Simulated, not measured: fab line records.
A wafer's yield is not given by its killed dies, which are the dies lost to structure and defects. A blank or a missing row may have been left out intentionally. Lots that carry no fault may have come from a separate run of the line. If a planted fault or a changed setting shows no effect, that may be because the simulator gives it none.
Comparing a struck lot with a sound one + flow sky130 + 34 out of 708 route steps
Sound: these wafers, L832.2, L832.3, L832.6. The struck wafers were L833.1, L833.5, L833.6. Last of all comes the cause.
For every step that has rows: the tool of each side, followed by ch and its chambers, followed by its first start. Under that, the readings that differ: sound wafers + struck wafers + difference of the means + sigmas: that difference in standard deviations of wafers without a fault.
alike: same words and numbers on both sides, and readings whose means sit less than 2 such deviations apart. not compared: any withheld reading, any reading some wafer has no value for, any bound like >300 that may hide the same value, and any number with overlapping values for which the record gives no deviation.
A row with sigmas, a row that says differs or no value, or rows on one side alone: a step with any of these is where the two part. Numbers that have no deviation but don't overlap get no sigmas and don't part them. A reading that every wafer of one side lacks parts them only if that side has two wafers or more.

first, 9 steps without rows for these wafers: SKY_VIA1_ETCH_14 (etches BARC in N2/H2, stops on SiO2, time 45.9 s, target depth 60 nm); SKY_VIA1_ETCH_15 (etches SiO2 in C4F8/O2/Ar, stops on TiN, target depth 351 nm, time 54 s); SKY_VIA1_STRIP_16 (strips in O2/N2); SKY_VIA1_STRIP_17 (strips in post etch residue remover, time 1200 s); SKY_VIA1_CLEAN_18 (cleans in IPA, time 180 s); SKY_VIA1_CLEAN_19 (cleans in O3/DIW); SKY_VIA1_SPUTTER_20 (material TiN, target thk 20 nm, time 80 s); SKY_VIA1_CVD_21 (deposits W, target thk 270 nm, time 80.902 s); SKY_VIA1_CMP_24 (polishes, stops on SiO2, t overpolish 15 s, target thk 0 nm).
SKY_METAL2_SPUTTER_00: material Ti, target thk 15 nm, time 10 s.
  sound on pvd_sputter-03, day 37 04:28; struck on pvd_sputter-03, day 37 13:54
  alike: cathode_dc_power_W, throttle_valve_pct
then, 23 steps without rows for these wafers: SKY_METAL2_SPUTTER_01 (material TiN, target thk 20 nm, time 16.7 s); SKY_METAL2_SPUTTER_02 (material AlCu, target thk 250 nm, time 13.3 s); SKY_METAL2_SPUTTER_03 (material Ti, target thk 5 nm, time 3.3 s); SKY_METAL2_SPUTTER_04 (material TiN, target thk 70 nm, time 58.3 s); SKY_METAL2_DEHYDRATE_07 (time 60 s); SKY_METAL2_HMDS_08 (prime time 60 s); SKY_METAL2_COAT_09 (resist thk 60 nm); SKY_METAL2_COAT_10 (resist thk 450 nm); SKY_METAL2_SOFTBAKE_11 (time 90 s); SKY_METAL2_EXPOSE_12 (exposes mask MM2, target cd 140 nm); SKY_METAL2_PEB_13; SKY_METAL2_DEVELOP_14 (develop time 60 s); SKY_METAL2_DESCUM_17 (chemistry O2, time 8 s); SKY_METAL2_ETCH_18 (etches BARC in N2/H2, stops on SiO2, time 45.9 s, target depth 60 nm); SKY_METAL2_METAL_ETCH_19 (etches the open film in Cl2/BCl3, stops on SiO2, target depth 360 nm, time 78 s); SKY_METAL2_STRIP_20 (strips in O2/N2); SKY_METAL2_STRIP_21 (strips in post etch residue remover, time 1200 s); SKY_METAL2_CLEAN_22 (cleans in IPA, time 180 s); SKY_METAL2_CLEAN_23 (cleans in O3/DIW); SKY_VIA2_HDPCVD_00 (deposits SiO2, target thk 1180 nm, time 196.7 s); SKY_VIA2_CMP_02 (polishes SiO2); SKY_VIA2_DEHYDRATE_04 (time 60 s); SKY_VIA2_HMDS_05 (prime time 60 s).
-- the record jumps here: 11 days lie between the struck wafers' starts before and after (it left off in module VIA2 and takes up again in module PAD_OPEN, whose first step shown is number 708 of the route) --
SKY_PAD_OPEN_PROBE_99:
  sound on prober-01, day 48 07:24; struck on prober-02, day 48 11:33
| reading                               | sound             | struck            | difference | sigmas |
|---------------------------------------|-------------------|-------------------|------------|--------|
| defect_limited_yield (%)              | 81.3 85.2 80.5    | 78.3 73.0 73.4    | -7.4       | -4     |
| killed_at_M0_to_M3                    | 58 38 45          | 67 86 83          | +32        | +5     |
| killed_dies                           | 92 73 96          | 107 133 131       | +37        | +4     |
| sort_bin_3_pad_short (%)              | 1.0 1.0 1.2       | 2.4 2.8 2.6       | +1.5       | +3     |
| sort_bin_5_function (%)               | 10.8 9.8 11.8     | 12.0 15.2 16.7    | +3.8       | +3     |
| sort_n_pass                           | 400 419 396       | 385 359 361       | -37        | -4     |
| sort_yield_pct (%)                    | 81.3 85.2 80.5    | 78.3 73.0 73.4    | -7.4       | -4     |
| model.etest.tester.sort_n_pass        | 400 419 396       | 385 359 361       | -37        |        |
| model.etest.tester.sort_yield_pct (%) | 81.3 85.16 80.49  | 78.25 72.97 73.37 | -7.45      |        |
| model.etest.tester.sort_bin_5_pct (%) | 10.77 9.756 11.79 | 11.99 15.24 16.67 | +3.86      |        |
| model.etest.tester.sort_bin_3_pct (%) | 1.016 1.016 1.22  | 2.439 2.846 2.642 | +1.558     |        |
  alike: killed_at_M4_up, killed_at_contacts, killed_at_front_end, killed_at_other, killed_open, killed_short, sort_bin_6_memory

## WHERE THEY PART
SKY_PAD_OPEN_PROBE_99 only, going by this record.

WHY: the cause the simulator had injected
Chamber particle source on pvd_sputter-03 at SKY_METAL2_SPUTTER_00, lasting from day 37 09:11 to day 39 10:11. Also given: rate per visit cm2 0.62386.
